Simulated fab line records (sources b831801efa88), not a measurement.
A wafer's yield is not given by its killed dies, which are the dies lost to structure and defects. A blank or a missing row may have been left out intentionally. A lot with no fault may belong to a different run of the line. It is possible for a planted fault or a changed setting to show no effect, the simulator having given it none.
What tool caused it?	flow gf180mcu	21 wafers from 7 lots sampled at 2 of the route's 602 steps

WHAT EACH GAUGE READ, for each wafer
GF_V3_RS_MEAS_24: uses a four-point probe to measure.
lot	measured	on	V3_W_RS (ohm/sq)
L689	day 22 20:59	film-metro-01	0.327 0.326 0.324
L691	day 23 06:43	film-metro-02	0.329 0.328 0.333
L695	day 25 13:26	film-metro-02	0.334 0.332 0.328
L698	day 26 07:34	film-metro-03	0.333 0.332 0.331
L703	day 27 13:10	film-metro-01	0.326 0.331 0.322
L704	day 27 20:37	film-metro-03	0.329 0.324 0.324
L710	day 29 08:32	film-metro-03	0.327 0.325 0.326

WHICH TOOL RAN EACH LOT (tool, then ch and the chambers of the sampled wafers, then the start)
lot	GF_V3_SPUTTER_21
L689	pvd-sputter-04, day 22 20:43
L691	pvd-sputter-03, day 23 06:30
L695	pvd-sputter-03, day 25 13:13
L698	pvd-sputter-03, day 26 07:14
L703	pvd-sputter-03, day 27 12:58
L704	pvd-sputter-01, day 27 20:24
L710	pvd-sputter-04, day 29 08:17
- GF_V3_SPUTTER_21: material Ti, target thk 15 nm, time 80.02 s.

THE ANSWER, worked out from the rows above alone
Rule: what is usual is taken from the lots themselves. Put in order of their means at a reading, lots are off if they are a third of the lots or fewer, leave a main group of 4 or more, and stand apart from it by a gap of 3 or more times the standard deviation of the main group's means; of several such gaps the widest counts. A main group whose means are all the same, to the digits that the tables above print for the reading, isn't used. A lot without any number at a reading at which 4 lots or more have one is off too. Where the step has rows for the other lots, those lots are counted as sound.
None of the lots is off at any reading shown; this tells nothing.

WHAT WAS PUT IN BY THE SIMULATOR
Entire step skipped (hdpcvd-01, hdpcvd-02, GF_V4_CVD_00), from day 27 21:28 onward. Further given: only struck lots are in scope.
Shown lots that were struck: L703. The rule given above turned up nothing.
